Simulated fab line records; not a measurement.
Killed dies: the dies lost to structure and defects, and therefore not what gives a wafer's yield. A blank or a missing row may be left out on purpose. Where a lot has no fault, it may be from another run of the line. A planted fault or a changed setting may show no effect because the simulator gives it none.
Split-lot study | flow sfq-line | 23 wafers read from 5 lots, route of 325 steps

== THE SPLIT ITSELF ==
At SFQ_TRILAYER_I7_VIA_LITHO_EXPOSE_188 (exposes mask I7, target cd 1000 nm), the setting dose-mj was moved away from the recipe's 21.3 on 9 of the 23 wafers read, by -5.6% to -3.7%. This setting was run at the recipe's value on the other wafers.

== FROM THE SPLIT TO THE READING: what the file shows between them, 3 steps ==
- SFQ_TRILAYER_I7_VIA_LITHO_PEB_190: peb time 60 s
- SFQ_TRILAYER_I7_VIA_LITHO_DEVELOP_189: time 60 s
- SFQ_TRILAYER_I7_VIA_BARC_OPEN_VIA_ETCH_260: etches BARC in O2, target depth 125 nm, time 41.7 s

== THE READING ==
I7.cd-nm (the simulator's own value, which no gauge read), in nm, at SFQ_TRILAYER_I7_VIA_ETCH_VIA_ETCH_190 (etches SiO2 in CHF3, stops on Nb, target depth 260 nm). The file does not state a usual value for it. Across the 14 wafers here that went through the recipe, the average is 1000.3 nm and the standard deviation 2.2 nm.

wafer  | tool, chamber at the split | dose-mj as run | against the recipe | I7.cd-nm, nm | against lot-mates on the recipe
L078.1 | krf-scanner-02, 0          | 21.3           | recipe             | 998.8        | -
L078.2 | krf-scanner-02, 0          | 20.52          | -3.7%              | 994.4        | -5.6
L078.3 | krf-scanner-02, 0          | 21.3           | recipe             | 1002         | -
L078.5 | krf-scanner-02, 0          | 20.52          | -3.7%              | 993.2        | -6.8
L078.6 | krf-scanner-02, 0          | 21.3           | recipe             | 999.2        | -
L080.3 | krf-scanner-01, 0          | 21.3           | recipe             | 997.1        | -
L080.4 | krf-scanner-01, 0          | 21.3           | recipe             | 999.6        | -
L080.5 | krf-scanner-01, 0          | 21.3           | recipe             | 999.6        | -
L082.1 | krf-scanner-01, 0          | 21.3           | recipe             | 999.8        | -
L082.2 | krf-scanner-01, 0          | 20.45          | -4.0%              | 996.9        | -3.3
L082.3 | krf-scanner-01, 0          | 20.45          | -4.0%              | 995.4        | -4.8
L082.5 | krf-scanner-01, 0          | 21.3           | recipe             | 1002         | -
L082.6 | krf-scanner-01, 0          | 21.3           | recipe             | 998.8        | -
L083.1 | krf-scanner-01, 0          | 20.4           | -4.2%              | 995.1        | -3.6
L083.3 | krf-scanner-01, 0          | 21.3           | recipe             | 997.5        | -
L083.4 | krf-scanner-01, 0          | 20.4           | -4.2%              | 994.7        | -4.0
L083.5 | krf-scanner-01, 0          | 20.4           | -4.2%              | 991.3        | -7.5
L083.6 | krf-scanner-01, 0          | 21.3           | recipe             | 1000         | -
L084.1 | krf-scanner-01, 0          | 21.3           | recipe             | 1006         | -
L084.2 | krf-scanner-01, 0          | 21.3           | recipe             | 1002         | -
L084.4 | krf-scanner-01, 0          | 21.3           | recipe             | 1002         | -
L084.3 | krf-scanner-01, 0          | 20.11          | -5.6%              | 991.2        | -12.1
L084.6 | krf-scanner-01, 0          | 20.11          | -5.6%              | 994.7        | -8.6

THE FIT
A straight line over all 23 wafers: I7.cd-nm changes by +1.41 nm for each +1% of dose-mj; r = +0.83; the points scatter about the line by 2.1 nm.
The same after taking each lot's own level away (the mean of its wafers on the recipe; 23 wafers): +1.5 nm for each +1%; r = +0.88; scatter 1.8 nm.
That fit puts the effect of the largest move of dose-mj on the reading at 8.4 nm.
Measured against the standard deviation above, the lots' own levels, which go from 998.75 to 1003.33 nm, span 2.1 times it.
Consequently the slope shifts little with the lot-to-lot level, the two slopes agreeing.
Check: with one of the wafers moved furthest among these (-5.6%) left out of the fit, the line predicts -7.4 nm for it against its lot-mates. Against them it came out at -12.1 nm.

== FURTHER SPLITS ON THESE WAFERS ==
Other splits were also applied to these wafers ahead of the reading. Each is held against what the fit with the lots' levels taken away leaves over:
other split on the same wafers                 | wafers away from the commonest value | r with I7.cd-nm (lot level and that fit taken away)
SFQ_TRILAYER_M6_LITHO_COAT_164 resist-thk-nm   | 8                                    | +0.00
SFQ_TRILAYER_I6_CMP_CMP_166 leave-above-ref-nm | 4                                    | -0.10
SFQ_TRILAYER_I6_VIA_LITHO_PEB_172 peb-time-s   | 4                                    | -0.42
SFQ_TRILAYER_M7_LITHO_COAT_182 resist-thk-nm   | 6                                    | -0.15
SFQ_TRILAYER_M7_ETCH_METAL_ETCH_180 time-s     | 7                                    | -0.13

== THE WHOLE CHAIN: every reading that the file lists as answering this split, in the file's order ==
step                                       | what it does                                          | reading                                                   | change (the file's fit)              | r (the file's)
SFQ_TRILAYER_I7_VIA_BARC_OPEN_VIA_ETCH_260 | etches BARC in O2, target depth 125 nm, time 41.7 s   | I7.cd-nm (the simulator's own value, which no gauge read) | +1.57 nm for each +1% of the setting | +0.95
SFQ_TRILAYER_I7_VIA_ETCH_VIA_ETCH_190      | etches SiO2 in CHF3, stops on Nb, target depth 260 nm | I7.cd-nm (the simulator's own value, which no gauge read) | +1.5 nm for each +1% of the setting  | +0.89

== THE FILE'S OWN FIT ==
I7.cd-nm changes by +1.5 nm for each +1% of dose-mj, r = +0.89.
